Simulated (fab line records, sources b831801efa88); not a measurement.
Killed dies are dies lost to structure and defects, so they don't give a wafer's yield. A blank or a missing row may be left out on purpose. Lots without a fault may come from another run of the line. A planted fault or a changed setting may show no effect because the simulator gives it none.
fab line records | flow sfq_line
record lots=6 wafers=18 last_day=92
route steps=325 shown R5@216 I5@228 C5@240 M6@251
lots that met no fault: from a run of the same line without faults
start_h: hours from the record's first day to the start of the lot's first wafer shown | wait_h: hours since the lot's step before | " the same as in the row above | L1.1+2: a row that stands for several wafers | - no value, or no start given | * or withheld: withheld | < > ~ a bound
route shown NAME@n: a module of which the file shows steps, and the number in the route of the first | usual: mean/standard deviation of fault-free wafers | same: alike in all rows | chamber/n: place in a boat | sites: the reading at each site | _std_site: their standard deviation | _edge_site: outer sites' mean less inner sites' | radius_mm: how far each site lies from the wafer's centre | mask NAME#n: copy n | behind: the tool/chamber that last shaped the wafer | hold: why the lot was held/for how many hours/how that ended | device: the transistor (n, p or np) that didn't switch | end of line: the same wafers' tests at the end of the route | a step without rows: its recipe alone | killed: dies lost to structure and defects at the first sort, not the wafer's yield | map: a wafer's dies, x killed, . not, _ none there
set.NAME: the setting as run; set.NAME@STEP: as run at that earlier step | model.NAME: the simulator's own value behind a step, which no gauge read
lots at some steps of the route; a table a step, a row a wafer
services: from which hour (start_h, from the record's first day; less than 0 if before it) a tool's chamber was out of use, for how many hours, and why
## steps
# step SFQ_R5_THK_MEAS_934
# recipe thk_meas_gauge=xrf reads=MoNx_of_TRILAYER_R5_DEP_SPUTTER_133
# usual R5_MONX_THK=39.6/0.47
# columns lot.wafer tool chamber start_h wait_h R5_MONX_THK[nm]
L205.2 film_metro-02 - 1332.01 0.1 40.3
L205.4 " - " " 40.4
L205.6 " - " " 40.5
L206.1 film_metro-01 - 1333.20 0.1 39.7
L206.2 " - " " 40.2
L206.5 " - " " 39.2
L220.1 film_metro-01 - 1419.62 0.1 39.2
L220.5 " - " " 39.1
L220.6 " - " " 39.2
L221.2 film_metro-02 - 1425.63 0.1 39.7
L221.3 " - " " 39.3
L221.5 " - " " 39.3
L222.1 film_metro-02 - 1428.01 0.1 40.4
L222.3 " - " " 39.4
L222.4 " - " " 40.0
L226.1 film_metro-02 - 1443.01 0.1 39.6
L226.3 " - " " 39.6
L226.5 " - " " 39.5
# step SFQ_TRILAYER_R5_LITHO_COAT_141
# recipe resist=BARC spin_rpm=3000 resist_thk_nm=62
# step SFQ_TRILAYER_R5_LITHO_COAT_136
# recipe resist=KrF spin_rpm=3000 resist_thk_nm=600
# step SFQ_TRILAYER_R5_LITHO_SOFTBAKE_140
# recipe temp_c=withheld time_s=withheld resist=KrF
# step SFQ_TRILAYER_R5_LITHO_EXPOSE_137
# recipe mask_id=R5 na=0.6 source_shape=conventional sigma_outer=0.65 target_cd_nm=500 dose_mj=14.4
# step SFQ_TRILAYER_R5_LITHO_PEB_139
# recipe peb_temp_c=115 peb_time_s=60 resist=KrF
# step SFQ_TRILAYER_R5_LITHO_DEVELOP_138
# recipe time_s=60 resist=KrF
# step SFQ_R5_OVL_MEAS_935
# usual R5_OVL=3/4.6
# columns lot.wafer tool chamber start_h wait_h R5_OVL[nm]
L205.2 overlay-02 - 1471.93 0.1 -4
L205.4 " - " " -4
L205.6 " - " " -2
L206.1 overlay-02 - 1473.12 0.1 0
L206.2 " - " " 8
L206.5 " - " " 7
L220.1 overlay-02 - 1547.32 0.1 3
L220.5 " - " " -1
L220.6 " - " " -1
L221.2 overlay-01 - 1557.35 0.1 4
L221.3 " - " " 5
L221.5 " - " " -3
L222.1 overlay-01 - 1558.55 0.1 5
L222.3 " - " " 5
L222.4 " - " " 5
L226.1 overlay-01 - 1572.95 0.1 8
L226.3 " - " " 4
L226.5 " - " " 5
# step SFQ_TRILAYER_R5_BARC_OPEN_METAL_ETCH_177
# recipe mask_material=PR chemistry=O2 target_depth_nm=125 target=BARC icp_w=600 bias_w=80 pressure_mtorr=10 time_s=41.7
# usual drypump_motor_current_A=5.36/0.23 oes_product_au=0.685/0.0044
# columns lot.wafer tool chamber start_h wait_h drypump_motor_current_A oes_product_au rf_hours_counter_h
L205.2 rie_metal-04 0 1471.96 0.0 5.06 0.687 60
L205.4 " 0 " " 5.07 0.683 -
L205.6 " 1 " " 5.32 0.691 -
L206.1 rie_metal-03 1 1473.16 0.0 5.51 0.683 148
L206.2 " 0 " " 5.25 0.681 36
L206.5 " 1 " " 5.54 0.683 -
L220.1 rie_metal-03 1 1547.36 0.0 5.56 0.687 8
L220.5 " 1 " " 5.53 0.687 -
L220.6 " 0 " " 5.25 0.691 -
L221.2 rie_metal-04 1 1557.38 0.0 5.27 0.684 34
L221.3 " 0 " " 5.07 0.687 -
L221.5 " 0 " " 5.07 0.681 -
L222.1 rie_metal-03 1 1558.58 0.0 5.50 0.680 10
L222.3 " 1 " " 5.52 0.684 -
L222.4 " 0 " " 5.21 0.684 -
L226.1 rie_metal-01 1 1572.98 0.0 5.38 0.683 112
L226.3 " 0 " " 5.91 0.688 -
L226.5 " 1 " " 5.40 0.690 -
# step SFQ_TRILAYER_R5_ETCH_METAL_ETCH_139
# recipe stop_on=SiO2 mask_material=PR chemistry=Cl2 target_depth_nm=60 icp_w=600 bias_w=80 pressure_mtorr=10 time_s=40
# step SFQ_TRILAYER_R5_STRIP_STRIP_140
# recipe gas=O2 power_w=200 platen_temp_c=40 overash_fraction=0.65 chemistry=O2 pressure_mtorr=50
# usual drypump_motor_current_A=5.36/0.23 oes_product_au=0.999/0.013
# columns lot.wafer tool chamber start_h wait_h drypump_motor_current_A oes_product_au rf_hours_counter_h
L205.2 rie_metal-04 0 1472.08 0.0 5.03 1.005 61
L205.4 " 0 " " 5.04 1.003 -
L205.6 " 1 " " 5.29 0.987 -
L206.1 rie_metal-03 1 1473.28 0.0 5.49 1.023 148
L206.2 " 0 " " 5.23 1.005 37
L206.5 " 1 " " 5.50 1.026 -
L220.1 rie_metal-03 1 1547.48 0.0 5.55 1.013 8
L220.5 " 1 " " 5.51 1.016 -
L220.6 " 0 " " 5.24 0.989 -
L221.2 rie_metal-04 1 1557.50 0.0 5.29 0.976 35
L221.3 " 0 " " 5.08 0.990 -
L221.5 " 0 " " 5.07 1.005 -
L222.1 rie_metal-03 1 1558.70 0.0 5.53 1.013 10
L222.3 " 1 " " 5.55 1.011 -
L222.4 " 0 " " 5.25 1.007 -
L226.1 rie_metal-01 1 1573.10 0.0 5.37 1.007 112
L226.3 " 0 " " 5.83 0.983 -
L226.5 " 1 " " 5.39 1.005 -
# step SFQ_TRILAYER_R5_STRIP_SOLV_CLEAN_141
# recipe chemistry=NMP temp_c=70 time_s=600
# step SFQ_TRILAYER_A5C_DEP_PECVD_142
# recipe material=SiO2 temp_c=150 time_s=15.556 pressure_torr=2.4 rf_w=183.3 precursor=SiH4/N2O target_thk_nm=70
# usual heater_power_w=82/14 rf_fwd_power_W=180.2/1.1 showerhead_vpp_V=833/24 susceptor_temp_C=149.97/0.14 throttle_valve_pct=26.1/1.2
# columns lot.wafer tool chamber start_h wait_h heater_power_w rf_fwd_power_W showerhead_vpp_V since_wet_clean_h susceptor_temp_C throttle_valve_pct model.SiO2_of_TRILAYER_A5C_DEP_PECVD_142.thk_nm
L205.2 pecvd-01 0 1472.85 0.0 75 181.0 835 895 149.87 26.1 70.14
L205.4 " 0 " " 77 180.7 838 - 150.02 26.2 70.88
L205.6 " 1 " " 76 179.8 826 - 150.10 27.4 71.56
L206.1 pecvd-04 2 1474.05 0.0 72 181.3 828 1266 150.08 25.5 69.49
L206.2 " 1 " " 68 180.3 843 1266 149.88 26.4 69.71
L206.5 " 1 " " 69 180.2 849 - 150.00 26.4 69.89
L220.1 pecvd-01 1 1548.27 0.0 85 150.9 766 971 149.93 27.7 67.02
L220.5 " 1 " " 87 151.5 774 - 149.75 28.0 67.54
L220.6 " 2 " " 121 149.3 746 - 149.87 26.6 66.82
L221.2 pecvd-01 1 1558.27 0.0 89 151.1 748 981 150.00 27.8 66.84
L221.3 " 0 " " 97 151.4 778 981 150.12 26.5 65.96
L221.5 " 2 " " 108 150.4 756 - 150.41 26.6 67.53
L222.1 pecvd-04 1 1559.47 0.0 73 179.9 857 1351 149.94 26.5 70.26
L222.3 " 0 " " 101 178.2 806 1351 149.93 25.0 70.41
L222.4 " 2 " " 84 181.7 834 - 150.12 25.4 72.18
L226.1 pecvd-02 1 1573.87 0.0 75 178.3 785 243 150.11 24.7 68.83
L226.3 " 2 " " 64 181.7 877 243 149.95 23.8 69.97
L226.5 " 0 " " 69 180.1 875 - 149.64 25.3 71.05
# step SFQ_TRILAYER_I5_LITHO_COAT_149
# recipe resist=BARC spin_rpm=3000 resist_thk_nm=62
# step SFQ_TRILAYER_I5_LITHO_COAT_144
# recipe resist=KrF spin_rpm=3000 resist_thk_nm=650
# step SFQ_TRILAYER_I5_LITHO_SOFTBAKE_148
# recipe temp_c=withheld time_s=withheld resist=KrF
# step SFQ_TRILAYER_I5_LITHO_EXPOSE_145
# recipe mask_id=I5 na=0.6 source_shape=conventional sigma_outer=0.65 target_cd_nm=700 dose_mj=21.3
# step SFQ_TRILAYER_I5_LITHO_PEB_147
# recipe peb_temp_c=115 peb_time_s=60 resist=KrF
# step SFQ_TRILAYER_I5_LITHO_DEVELOP_146
# recipe time_s=60 resist=KrF
# step SFQ_I5_OVL_MEAS_936
# usual I5_OVL=-3/5.9
# columns lot.wafer tool chamber start_h wait_h I5_OVL[nm]
L205.2 overlay-02 - 1595.75 0.1 -5
L205.4 " - " " -6
L205.6 " - " " -7
L206.1 overlay-02 - 1600.34 0.1 -8
L206.2 " - " " -2
L206.5 " - " " -9
L220.1 overlay-01 - 1657.94 0.1 -4
L220.5 " - " " -6
L220.6 " - " " -1
L221.2 overlay-01 - 1666.34 0.1 -7
L221.3 " - " " -2
L221.5 " - " " -4
L222.1 overlay-01 - 1668.74 0.1 -13
L222.3 " - " " 3
L222.4 " - " " -1
L226.1 overlay-02 - 1687.16 0.1 -5
L226.3 " - " " 2
L226.5 " - " " -7
# step SFQ_TRILAYER_I5_BARC_OPEN_VIA_ETCH_200
# recipe mask_material=PR chemistry=O2 target_depth_nm=125 target=BARC source_w=500 bias_w=80 pressure_mtorr=30 time_s=41.7
# step SFQ_TRILAYER_I5_ETCH_VIA_ETCH_147
# recipe stop_on=Nb mask_material=PR chemistry=CHF3 target_depth_nm=360 source_w=500 bias_w=80 pressure_mtorr=30 time_s=withheld
# step SFQ_TRILAYER_I5_STRIP_STRIP_148
# recipe gas=O2 power_w=200 platen_temp_c=40 overash_fraction=0.65 chemistry=O2 pressure_mtorr=50
# usual drypump_motor_current_A=5.4/0.36 oes_product_au=0.996/0.013
# columns lot.wafer tool chamber start_h wait_h drypump_motor_current_A oes_product_au rf_hours_counter_h
L205.2 rie_metal-04 0 1595.97 - 5.0 1.007 78
L205.4 " 1 " " 5.3 0.979 -
L205.6 " 0 " " 5.1 0.997 -
L206.1 rie_metal-01 0 1600.56 - 5.8 0.983 92
L206.2 " 1 " " 5.4 1.002 115
L206.5 " 1 " " 5.4 1.014 -
L220.1 rie_metal-01 0 1658.16 - 5.8 0.986 102
L220.5 " 1 " " 5.4 1.018 -
L220.6 " 0 " " 5.8 0.994 -
L221.2 rie_metal-04 0 1666.56 - 5.1 1.007 90
L221.3 " 0 " " 5.1 1.003 -
L221.5 " 1 " " 5.3 0.985 -
L222.1 rie_metal-04 0 1668.96 - 5.1 1.001 90
L222.3 " 1 " " 5.3 0.981 -
L222.4 " 0 " " 5.0 1.007 -
L226.1 rie_metal-02 0 1687.39 - 5.7 0.995 55
L226.3 " 0 " " 5.7 1.001 -
L226.5 " 1 " " 4.7 1.011 -
# step SFQ_TRILAYER_I5_STRIP_SOLV_CLEAN_149
# recipe chemistry=NMP temp_c=70 time_s=600
# step SFQ_TRILAYER_C5_LITHO_COAT_156
# recipe resist=BARC spin_rpm=3000 resist_thk_nm=62
# step SFQ_TRILAYER_C5_LITHO_COAT_151
# recipe resist=KrF spin_rpm=3000 resist_thk_nm=650
# step SFQ_TRILAYER_C5_LITHO_SOFTBAKE_155
# recipe temp_c=withheld time_s=withheld resist=KrF
# step SFQ_TRILAYER_C5_LITHO_EXPOSE_152
# recipe mask_id=C5 na=0.6 source_shape=conventional sigma_outer=0.65 target_cd_nm=500 dose_mj=21.3
# step SFQ_TRILAYER_C5_LITHO_PEB_154
# recipe peb_temp_c=115 peb_time_s=60 resist=KrF
# step SFQ_TRILAYER_C5_LITHO_DEVELOP_153
# recipe time_s=60 resist=KrF
# step SFQ_C5_OVL_MEAS_937
# usual C5_OVL=-1/5.8
# columns lot.wafer tool chamber start_h wait_h C5_OVL[nm]
L205.2 overlay-01 - 1719.57 0.1 -1
L205.4 " - " " -3
L205.6 " - " " -9
L206.1 overlay-01 - 1724.36 0.1 0
L206.2 " - " " 1
L206.5 " - " " 0
L220.1 overlay-02 - 1765.28 0.1 -1
L220.5 " - " " -4
L220.6 " - " " -3
L221.2 overlay-01 - 1779.69 0.1 -5
L221.3 " - " " 1
L221.5 " - " " 0
L222.1 overlay-01 - 1783.28 0.1 -6
L222.3 " - " " 2
L222.4 " - " " -5
L226.1 overlay-02 - 1801.34 0.1 -1
L226.3 " - " " -4
L226.5 " - " " -5
# step SFQ_TRILAYER_C5_BARC_OPEN_VIA_ETCH_210
# recipe mask_material=PR chemistry=O2 target_depth_nm=125 target=BARC source_w=500 bias_w=80 pressure_mtorr=30 time_s=41.7
# step SFQ_TRILAYER_C5_ETCH_VIA_ETCH_154
# recipe target=SiO2 mask_material=PR chemistry=CHF3 target_depth_nm=84 source_w=500 bias_w=80 pressure_mtorr=30 time_s=withheld stop_on=Nb
# usual drypump_motor_current_A=6.0/0.57 oes_product_au=0.895/0.0086
# columns lot.wafer tool chamber start_h wait_h drypump_motor_current_A oes_product_au model.etch.depth_nm model.C5.feature_depth_nm
L205.2 rie_diel-02 1 1719.64 0.0 5.8 0.897 70.14 70.14
L205.4 " 0 " " 5.0 0.898 70.88 70.88
L205.6 " 0 " " 5.0 0.907 71.56 71.56
L206.1 rie_diel-01 0 1724.44 0.0 6.0 0.889 69.49 69.49
L206.2 " 3 " " 6.4 0.894 69.71 69.71
L206.5 " 3 " " 6.4 0.887 69.89 69.89
L220.1 rie_diel-02 3 1765.36 0.0 5.6 0.874 67.02 67.02
L220.5 " 2 " " 6.7 0.875 67.54 67.54
L220.6 " 3 " " 5.6 0.866 66.82 66.82
L221.2 rie_diel-03 0 1779.76 0.0 6.4 0.878 66.84 66.84
L221.3 " 3 " " 6.7 0.859 65.96 65.96
L221.5 " 1 " " 5.7 0.865 67.53 67.53
L222.1 rie_diel-01 0 1783.36 0.0 6.0 0.894 70.26 70.26
L222.3 " 1 " " 6.7 0.899 70.41 70.41
L222.4 " 3 " " 6.4 0.915 72.18 72.18
L226.1 rie_diel-02 1 1801.41 0.0 5.8 0.888 68.83 68.83
L226.3 " 2 " " 6.7 0.886 69.97 69.97
L226.5 " 1 " " 5.8 0.910 71.05 71.05
# step SFQ_TRILAYER_C5_STRIP_STRIP_155
# recipe gas=O2 power_w=200 platen_temp_c=40 overash_fraction=0.65 chemistry=O2 pressure_mtorr=50
# usual drypump_motor_current_A=5.4/0.31 oes_product_au=1.003/0.011
# columns lot.wafer tool chamber start_h wait_h drypump_motor_current_A oes_product_au rf_hours_counter_h
L205.2 rie_metal-01 0 1719.68 - 5.9 0.977 110
L205.4 " 1 " " 5.4 1.004 -
L205.6 " 0 " " 5.8 0.985 -
L206.1 rie_metal-02 1 1724.48 - 4.7 1.018 61
L206.2 " 0 " " 5.7 1.001 56
L206.5 " 0 " " 5.6 1.010 -
L220.1 rie_metal-02 0 1765.41 - 5.7 0.998 61
L220.5 " 0 " " 5.7 1.003 -
L220.6 " 1 " " 4.7 1.016 -
L221.2 rie_metal-03 0 1779.81 - 5.2 1.005 81
L221.3 " 0 " " 5.2 1.011 -
L221.5 " 1 " " 5.5 1.008 -
L222.1 rie_metal-02 1 1783.41 - 4.7 1.009 68
L222.3 " 1 " " 4.7 1.020 -
L222.4 " 0 " " 5.7 0.999 -
L226.1 rie_metal-03 1 1801.46 - 5.5 1.021 43
L226.3 " 1 " " 5.5 1.020 -
L226.5 " 0 " " 5.2 1.002 -
# step SFQ_TRILAYER_C5_STRIP_SOLV_CLEAN_156
# recipe chemistry=NMP temp_c=70 time_s=600
# step SFQ_TRILAYER_M6_DEP_PRE_CLEAN_158
# recipe gas=Ar time_s=22.5 bias_v=250
# columns lot.wafer tool chamber start_h wait_h model.SiO2_of_TRILAYER_A5C_DEP_PECVD_142.thk_nm
L205.2 pvd_sputter-03 - 1720.47 0.0 62.64
L205.4 " - " " 63.38
L205.6 " - " " 64.06
L206.1 pvd_sputter-05 - 1725.26 0.0 61.99
L206.2 " - " " 62.21
L206.5 " - " " 62.39
L220.1 pvd_sputter-05 - 1766.20 0.0 59.52
L220.5 " - " " 60.05
L220.6 " - " " 59.32
L221.2 pvd_sputter-05 - 1780.60 0.0 59.34
L221.3 " - " " 58.46
L221.5 " - " " 60.03
L222.1 pvd_sputter-03 - 1784.20 0.0 62.76
L222.3 " - " " 62.91
L222.4 " - " " 64.68
L226.1 pvd_sputter-06 - 1802.25 0.0 61.33
L226.3 " - " " 62.47
L226.5 " - " " 63.55
# step SFQ_TRILAYER_M6_DEP_SPUTTER_157
# recipe material=Nb base_pressure_pa=1.33e-06 chamber_pressure_pa=0.1333 substrate_temp_c=20 target_thk_nm=200 power_w=2000 time_s=133.3
# usual throttle_valve_pct=29.8/0.72
# columns lot.wafer tool chamber start_h wait_h throttle_valve_pct
L205.2 pvd_sputter-03 - 1720.50 0.0 31.4
L205.4 " - " " 30.2
L205.6 " - " " 30.5
L206.1 pvd_sputter-05 - 1725.29 0.0 29.1
L206.2 " - " " 29.2
L206.5 " - " " 29.0
L220.1 pvd_sputter-05 - 1766.23 0.0 29.6
L220.5 " - " " 29.2
L220.6 " - " " 29.2
L221.2 pvd_sputter-05 - 1780.63 0.0 29.0
L221.3 " - " " 29.5
L221.5 " - " " 29.6
L222.1 pvd_sputter-03 - 1784.23 0.0 31.4
L222.3 " - " " 30.7
L222.4 " - " " 30.3
L226.1 pvd_sputter-06 - 1802.28 0.0 30.2
L226.3 " - " " 28.8
L226.5 " - " " 30.6
## services
# columns tool chamber start_h hours kind
rie_diel-02 1 1488.65 8.1 repair
rie_diel-02 3 1496.43 11.1 repair
pvd_sputter-05 - 1502.50 4.6 repair
rie_metal-03 - 1511.07 2.8 pm
rie_diel-02 3 1522.46 38.1 repair
rie_diel-02 0 1550.76 2.6 repair
rie_diel-02 2 1552.91 9.5 repair
rie_metal-04 - 1559.62 0.7 repair
rie_metal-01 - 1576.38 2.4 repair
rie_diel-02 0 1585.63 6.3 repair
rie_diel-02 3 1590.24 7.5 repair
rie_diel-02 0 1614.26 3.6 repair
rie_metal-03 - 1648.06 0.7 repair
rie_diel-02 2 1677.48 7.4 repair
rie_diel-02 3 1681.22 2.7 repair
pecvd-01 - 1694.82 14.6 pm
rie_metal-03 - 1696.81 0.5 repair
rie_metal-02 - 1699.81 16.3 repair
rie_metal-02 0 1716.61 3.7 repair
rie_diel-02 0 1726.57 8.0 repair
rie_diel-02 0 1736.33 5.9 repair
rie_metal-01 - 1750.00 2.8 pm
rie_metal-01 0 1772.67 2.5 repair
rie_metal-03 - 1782.05 3.9 repair
## key
first_sign step=SFQ_TRILAYER_A5C_DEP_PECVD_142 reading=rf_fwd_power_W direction=down sigmas=27 usual=180.2 struck=150.8
effect step=SFQ_TRILAYER_A5C_DEP_PECVD_142 reading=showerhead_vpp_V direction=down sigmas=3 usual=833 struck=761
effect step=SFQ_TRILAYER_C5_ETCH_VIA_ETCH_154 reading=oes_product_au direction=down sigmas=2.9 usual=0.895 struck=0.869
model_effect step=SFQ_TRILAYER_A5C_DEP_PECVD_142 value=SiO2_of_TRILAYER_A5C_DEP_PECVD_142.thk_nm without=70.52 struck=66.95
model_effect step=SFQ_TRILAYER_C5_ETCH_VIA_ETCH_154 value=etch.depth_nm without=70.52 struck=66.95
model_effect step=SFQ_TRILAYER_M6_DEP_PRE_CLEAN_158 value=SiO2_of_TRILAYER_A5C_DEP_PECVD_142.thk_nm without=63.02 struck=59.45
met_at SFQ_TRILAYER_A5C_DEP_PECVD_142
struck_wafers L220.1,L220.5,L220.6,L221.2,L221.3,L221.5
onset_between 1472.85 1548.27
fault kind=process_parameter_drift tool=pecvd-01 chamber=- onset_h=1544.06 steps=SFQ_TRILAYER_A5C_DEP_PECVD_142 channel=rf_w offset=-29.328 shape=step end_h=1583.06 acts_in=these_recipes_only stated=183.3
